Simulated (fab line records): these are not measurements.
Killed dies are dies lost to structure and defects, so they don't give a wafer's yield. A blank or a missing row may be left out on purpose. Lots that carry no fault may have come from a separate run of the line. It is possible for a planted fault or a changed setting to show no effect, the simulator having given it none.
Which of the tools did it? ; flow sfq-line ; 45 wafers sampled from 15 lots at 1 step of a route of 325

## WHAT THE GAUGES READ, wafer by wafer
The record holds no reading of a measuring or inspecting step that can be judged against a usual standard deviation.

## WHAT TOOL EACH LOT RAN ON (gives the tool, then ch and the chambers of the sampled wafers, and finally the start)
lot;SFQ_TRILAYER_M7_LITHO_COAT_177
L706;litho-track-01 ch 0, day 71 00:05
L707;litho-track-01 ch 0, day 71 02:26
L710;litho-track-01 ch 0, day 73 02:33
L712;litho-track-03 ch 0, day 73 08:44
L714;litho-track-03 ch 0, day 73 20:38
L715;litho-track-01 ch 0, day 74 01:29
L716;litho-track-03 ch 0, day 74 11:35
L717;litho-track-01 ch 0, day 74 17:23
L720;litho-track-03 ch 0, day 75 19:17
L721;litho-track-03 ch 0, day 75 21:00
L722;litho-track-01 ch 0, day 76 01:54
L723;litho-track-03 ch 0, day 76 03:39
L724;litho-track-03 ch 0, day 76 10:21
L727;litho-track-02 ch 0, day 76 22:13
L729;litho-track-01 ch 0, day 78 08:52
- SFQ_TRILAYER_M7_LITHO_COAT_177: resist thk 600 nm.

## AS READ BY THE TOOLS THEMSELVES (means over the sampled wafers that have a number; for cases with no such wafer, the mark the record gives instead)
SFQ_TRILAYER_M7_LITHO_COAT_177.
lot;tool;spin-speed-rpm (rpm)
L706;litho-track-01;3000.1
L707;litho-track-01;2999.8
L710;litho-track-01;2998.7
L712;litho-track-03;3001.4
L714;litho-track-03;3001.0
L715;litho-track-01;2999.9
L716;litho-track-03;3001.7
L717;litho-track-01;2997.8
L720;litho-track-03;2998.8
L721;litho-track-03;2780.8
L722;litho-track-01;2999.6
L723;litho-track-03;2782.5
L724;litho-track-03;2781.9
L727;litho-track-02;2997.6
L729;litho-track-01;2999.2

## THE ANSWER, worked out from the rows above alone
Rule: the usual values come from the lots themselves. The widest of any qualifying gaps counts: lots, ordered by their means at a reading, are off when they make up no more than a third of the lots, leave a main group of 4 or more, and stand apart from it by 3 or more times the standard deviation of that group's means. The tables above print the reading to a certain number of digits; a main group whose means all agree to those digits is not used. A lot without any number at a reading at which 4 lots or more have one is off too. All remaining lots with rows at the step are treated as sound. After the gauges, taken in route order, come the tools' own readings; for these a lot's mean is taken, as printed above. At the first step where some lot is off, the reading lying furthest off is the one used; lots without a number count as furthest.
Off at SFQ_TRILAYER_M7_LITHO_COAT_177 (spin-speed-rpm): L721, L723, L724. Mean 2999.6 rpm and standard deviation 1.3 in the main group.
If a tool, at that step or one of the process steps before it, ran each lot that is off and ran no sound lot following the first of them, it fits. One candidate fits, namely litho-track-03 at SFQ_TRILAYER_M7_LITHO_COAT_177. Its last sound lot is L720 (day 75 19:17), its first lot that is off L721 (day 75 21:00): a fault that began between those two fits.
The tool's own readings at SFQ_TRILAYER_M7_LITHO_COAT_177 bear it out: on the lots that are off they differ by more than 5 times the standard deviation of the sound lots' means. spin-speed-rpm reads 2781.7 rpm there against 2999.6 rpm on the sound lots.

## WHAT HAD BEEN PUT IN BY THE SIMULATOR
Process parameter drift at SFQ_TRILAYER_M7_LITHO_COAT_177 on litho-track-03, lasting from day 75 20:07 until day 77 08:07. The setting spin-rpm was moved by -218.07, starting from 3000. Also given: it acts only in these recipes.
Lots struck among those shown: L721, L723, L724. The same result came from the rule above.
